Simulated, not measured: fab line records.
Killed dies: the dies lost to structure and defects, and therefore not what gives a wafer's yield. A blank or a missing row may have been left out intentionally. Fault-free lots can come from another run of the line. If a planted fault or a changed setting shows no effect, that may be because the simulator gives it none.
fab line records    flow gf180mcu    part 2 of 2: steps 25 to 34 of 34
record lots=5  wafers=15  last_day=33
route steps=602 shown V3@449 M4@456 V4@476
lots with no fault: from the same line, run without faults
start_h: start of the lot's first displayed wafer, in hours after the record's first day    wait_h: hours from the lot's prior step to this one    " the same as in the row above    L1.1+2: a row that stands for several wafers    - value missing, or start not given    * or withheld: withheld    < > ~ a bound
route shown NAME@n: a module of which the file shows steps, and the number in the route of the first    usual: average and standard deviation across the fault-free wafers    same: alike in all rows    chamber/n: place in a boat    sites: each site's reading    _std_site: standard deviation across them    _edge_site: mean of outer sites minus mean of inner sites    radius_mm: how far each site lies from the wafer's centre    mask NAME#n: copy n    behind: the tool/chamber that last shaped the wafer    hold: cause of the lot's hold/its duration in hours/its outcome    device: names the non-switching transistor (n, p or np)    end of line: the tests these same wafers got at the end of their route    where a step has no rows: the recipe by itself    killed: at the first sort, the dies lost to defects and structure; wafer yield is something else    map: a wafer's dies, marking killed ones x, the rest . and places with no die _
set.NAME: the setting as run; set.NAME@STEP: as run at that earlier step    model.NAME: the simulator's own value behind a step, which no gauge read
certain route steps with their lots: each step a table, each wafer a row
services: a tool's chamber out of use, with start hour (start_h, from the record's first day; less than 0 if before it), hours out, and reason
## steps
# step GF_M4_STRIP_17
# recipe chemistry=O2/N2  power_w=1400  pressure_mtorr=1500  platen_temp_c=250  o2_flow_sccm=3000  n2_flow_sccm=300  overash_fraction=0.5
# usual drypump_motor_current_A=5.7/0.33  heater_power_w=335/28  oes_product_au=0.538/0.005  platen_temp_c=249.99/0.18  strip_time_to_endpoint_s=7.38/0.045
lot.wafer  tool             chamber  start_h  wait_h  drypump_motor_current_A  heater_power_w  oes_product_au  platen_temp_c  rf_hours_counter_h  strip_time_to_endpoint_s
L086.2     plasma_asher-03  1        637.47   0.1     5.7                      369             0.540           250.28         54                  7.38
L086.3     "                1        "        "       5.7                      372             0.539           250.16         -                   7.31
L086.4     "                0        "        "       5.7                      338             0.537           250.22         -                   7.38
L088.1     plasma_asher-03  0        652.80   0.1     5.7                      322             0.535           250.17         56                  7.42
L088.3     "                0        "        "       5.7                      338             0.531           250.08         -                   7.36
L088.5     "                1        "        "       5.7                      358             0.542           249.91         -                   7.42
L089.2     plasma_asher-03  0        659.80   0.1     5.8                      327             0.545           249.79         56                  7.39
L089.3     "                1        "        "       5.7                      373             0.544           250.34         -                   7.44
L089.5     "                1        "        "       5.7                      365             0.542           249.87         -                   7.43
L092.2     plasma_asher-03  0        686.67   0.1     5.7                      336             0.535           250.17         59                  7.36
L092.4     "                1        "        "       5.7                      368             0.534           249.78         -                   7.38
L092.6     "                0        "        "       5.8                      331             0.536           250.10         -                   7.36
L093.2     plasma_asher-03  0        687.36   0.1     5.7                      331             0.539           249.83         59                  7.40
L093.4     "                1        "        "       5.7                      386             0.538           249.77         -                   7.34
L093.6     "                1        "        "       5.7                      362             0.531           249.79         -                   7.31
# step GF_M4_STRIP_18
# recipe chemistry=post_etch_residue_remover  time_s=1200  temp_c=72.5
# usual bath_heat_duty_pct=14.4/1.5
# same time_s=1200
lot.wafer  tool          chamber  start_h  wait_h  bath_heat_duty_pct
L086.2     wet_bench-02  1        637.57   0.1     15.8
L086.3     "             1        "        "       18.3
L086.4     "             1        "        "       16.4
L088.1     wet_bench-03  0        652.90   0.1     13.5
L088.3     "             0        "        "       14.0
L088.5     "             0        "        "       13.4
L089.2     wet_bench-02  3        659.90   0.1     15.2
L089.3     "             3        "        "       15.2
L089.5     "             3        "        "       14.7
L092.2     wet_bench-01  0        686.77   0.1     13.1
L092.4     "             0        "        "       12.0
L092.6     "             0        "        "       12.4
L093.2     wet_bench-01  0        687.46   0.1     12.8
L093.4     "             0        "        "       12.4
L093.6     "             0        "        "       13.3
# step GF_M4_CLEAN_19
# recipe chemistry=DIW  dry=n2_spin
lot.wafer   tool          chamber  start_h  wait_h
L086.2+3+4  wet_bench-01  3        637.91   0.0
L088.1+3+5  wet_bench-02  2        653.24   0.0
L089.2+3+5  wet_bench-01  0        660.24   0.0
L092.2+4+6  wet_bench-03  3        687.14   0.0
L093.2+4+6  wet_bench-02  1        687.83   0.0
# step GF_V4_CVD_00
# recipe material=SiO2  target_thk_nm=600  sigma_open_frac=0.3  temp_c=400  time_s=100  sih4_flow_sccm=60  pressure_mtorr=6
# same time_s=100
lot.wafer   tool       chamber  start_h  wait_h
L086.2+3+4  hdpcvd-02  1,0,1    638.00   0.0
L088.1+3+5  hdpcvd-02  2,0,0    653.33   0.0
L089.2+3+5  hdpcvd-01  2,1,2    660.33   0.0
L092.2+4+6  hdpcvd-02  1,2,0    687.24   0.0
L093.2+4+6  hdpcvd-01  1        687.92   0.0
# step GF_V4_THK_MEAS_01
# recipe reads=SiO2_of_V4_CVD_00
# usual V4_CVD_00_THK=599/4.8
lot.wafer  tool           chamber  start_h  wait_h  V4_CVD_00_THK[nm]
L086.2     film_metro-02  -        638.08   0.0     594
L086.3     "              -        "        "       594
L086.4     "              -        "        "       595
L088.1     film_metro-04  -        653.40   0.0     594
L088.3     "              -        "        "       595
L088.5     "              -        "        "       598
L089.2     film_metro-02  -        660.41   0.0     594
L089.3     "              -        "        "       609
L089.5     "              -        "        "       590
L092.2     film_metro-02  -        687.32   0.0     593
L092.4     "              -        "        "       589
L092.6     "              -        "        "       595
L093.2     film_metro-01  -        688.04   0.1     600
L093.4     "              -        "        "       605
L093.6     "              -        "        "       608
# step GF_V4_CVD_02
# recipe material=SiO2  target_thk_nm=850  precursor=TEOS  temp_c=400  time_s=94.851  rf_w=600
# usual heater_power_w=619/84
# same time_s=94.851
lot.wafer  tool      chamber  start_h  wait_h  heater_power_w  since_wet_clean_h
L086.2     pecvd-04  2        638.13   0.0     513             672
L086.3     "         1        "        "       571             672
L086.4     "         1        "        "       639             -
L088.1     pecvd-04  1        653.46   0.1     653             687
L088.3     "         0        "        "       573             687
L088.5     "         0        "        "       447             -
L089.2     pecvd-01  2        660.46   0.0     657             486
L089.3     "         0        "        "       495             486
L089.5     "         0        "        "       547             -
L092.2     pecvd-02  1        687.37   0.0     614             82
L092.4     "         2        "        "       709             -
L092.6     "         0        "        "       741             -
L093.2     pecvd-04  2        688.09   0.0     510             722
L093.4     "         1        "        "       652             -
L093.6     "         0        "        "       554             -
# step GF_V4_THK_MEAS_03
# recipe reads=SiO2_of_V4_CVD_02
# usual V4_CVD_02_THK=848/10
lot.wafer  tool           chamber  start_h  wait_h  V4_CVD_02_THK[nm]
L086.2     film_metro-02  -        638.21   0.0     853
L086.3     "              -        "        "       856
L086.4     "              -        "        "       856
L088.1     film_metro-01  -        653.53   0.0     835
L088.3     "              -        "        "       855
L088.5     "              -        "        "       860
L089.2     film_metro-01  -        660.54   0.0     827
L089.3     "              -        "        "       835
L089.5     "              -        "        "       841
L092.2     film_metro-04  -        687.45   0.0     838
L092.4     "              -        "        "       860
L092.6     "              -        "        "       862
L093.2     film_metro-04  -        688.17   0.0     849
L093.4     "              -        "        "       845
L093.6     "              -        "        "       853
# step GF_V4_CMP_04
# recipe material=SiO2  down_force_psi=4  platen_rpm=60  pad_velocity_m_s=0.94248
# usual motor_current_A=12.8/1  time_to_endpoint_s=78/4.9
lot.wafer  tool    chamber  start_h  wait_h  motor_current_A  time_to_endpoint_s
L086.2     cmp-02  0        638.54   0.3     12.5             80
L086.4     "       1        "        "       13.3             82
L086.3     "       2        "        "       14.0             81
L088.1     cmp-02  3        653.92   0.4     12.2             75
L088.3     "       0        "        "       12.3             80
L088.5     "       3        "        "       12.3             84
L089.2     cmp-02  1        666.45   5.9     14.1             67
L089.3     "       2        "        "       14.4             73
L089.5     "       0        "        "       12.4             75
L092.4     cmp-01  2        687.55   0.1     11.7             83
L092.2     "       0        "        "       12.7             75
L092.6     "       2        "        "       11.4             82
L093.2     cmp-01  0        688.27   0.1     12.3             78
L093.4     "       2        "        "       11.0             77
L093.6     "       3        "        "       11.5             78
# step GF_V4_BOW_MEAS_05
# recipe mode=bow
# usual V4_BOW=136/8.1
lot.wafer  tool           chamber  start_h  wait_h  V4_BOW[um]
L086.2     film_metro-04  -        638.86   0.3     138
L086.3     "              -        "        "       139
L086.4     "              -        "        "       127
L088.1     film_metro-01  -        654.22   0.2     130
L088.3     "              -        "        "       125
L088.5     "              -        "        "       127
L089.2     film_metro-04  -        666.72   0.2     123
L089.3     "              -        "        "       125
L089.5     "              -        "        "       123
L092.2     film_metro-02  -        687.82   0.1     122
L092.4     "              -        "        "       127
L092.6     "              -        "        "       126
L093.2     film_metro-02  -        688.54   0.2     123
L093.4     "              -        "        "       137
L093.6     "              -        "        "       137
# step GF_V4_DEHYDRATE_06
# recipe temp_c=200  time_s=60
# usual exhaust_pa=45.1/0.99  resist_line_temp_C=22.98/0.12
# same time_s=60
lot.wafer  tool            chamber  start_h  wait_h  exhaust_pa  resist_line_temp_C
L086.2     litho_track-03  0        647.79   8.9     45.1        22.99
L086.3     "               0        "        "       45.1        22.84
L086.4     "               0        "        "       46.0        22.94
L088.1     litho_track-04  0        663.60   9.4     44.3        22.87
L088.3     "               0        "        "       44.6        22.84
L088.5     "               0        "        "       45.7        22.90
L089.2     litho_track-04  0        673.43   6.7     44.5        23.17
L089.3     "               0        "        "       45.5        23.01
L089.5     "               0        "        "       46.0        23.16
L092.2     litho_track-03  0        695.99   8.1     45.7        22.93
L092.4     "               0        "        "       44.8        23.00
L092.6     "               0        "        "       43.1        22.96
L093.2     litho_track-04  0        696.38   7.8     44.5        22.75
L093.4     "               0        "        "       43.9        22.72
L093.6     "               0        "        "       43.9        23.01
## services
tool            chamber  start_h  hours  kind
cvd_w-01        -        599.77   17.0   repair
pvd_sputter-03  -        607.55   1.1    repair
krf_scanner-02  -        607.60   8.8    repair
pvd_sputter-01  -        612.59   9.1    repair
cvd_w-02        -        616.81   6.9    pm
cmp-01          -        616.97   56.3   repair
rie_metal-01    1        621.91   18.8   repair
hdpcvd-02       -        624.10   5.5    pm
pvd_sputter-04  -        626.23   2.3    repair
krf_scanner-02  -        636.87   1.6    repair
rie_metal-03    -        643.94   0.3    repair
krf_scanner-01  -        644.90   1.3    pm
cmp-01          -        646.14   0.3    repair
krf_scanner-02  -        653.72   0.7    repair
cvd_w-02        1        658.02   3.5    repair
cmp-02          -        662.18   3.0    repair
pvd_sputter-04  -        664.57   0.5    repair
hdpcvd-02       0        665.91   17.2   repair
cmp-01          -        673.22   5.5    pm
pvd_sputter-01  -        675.05   0.6    repair
krf_scanner-02  -        678.65   1.0    pm
hdpcvd-01       0        682.16   48.3   repair
rie_metal-03    0        688.60   20.3   repair
cvd_w-02        1        690.10   5.5    repair
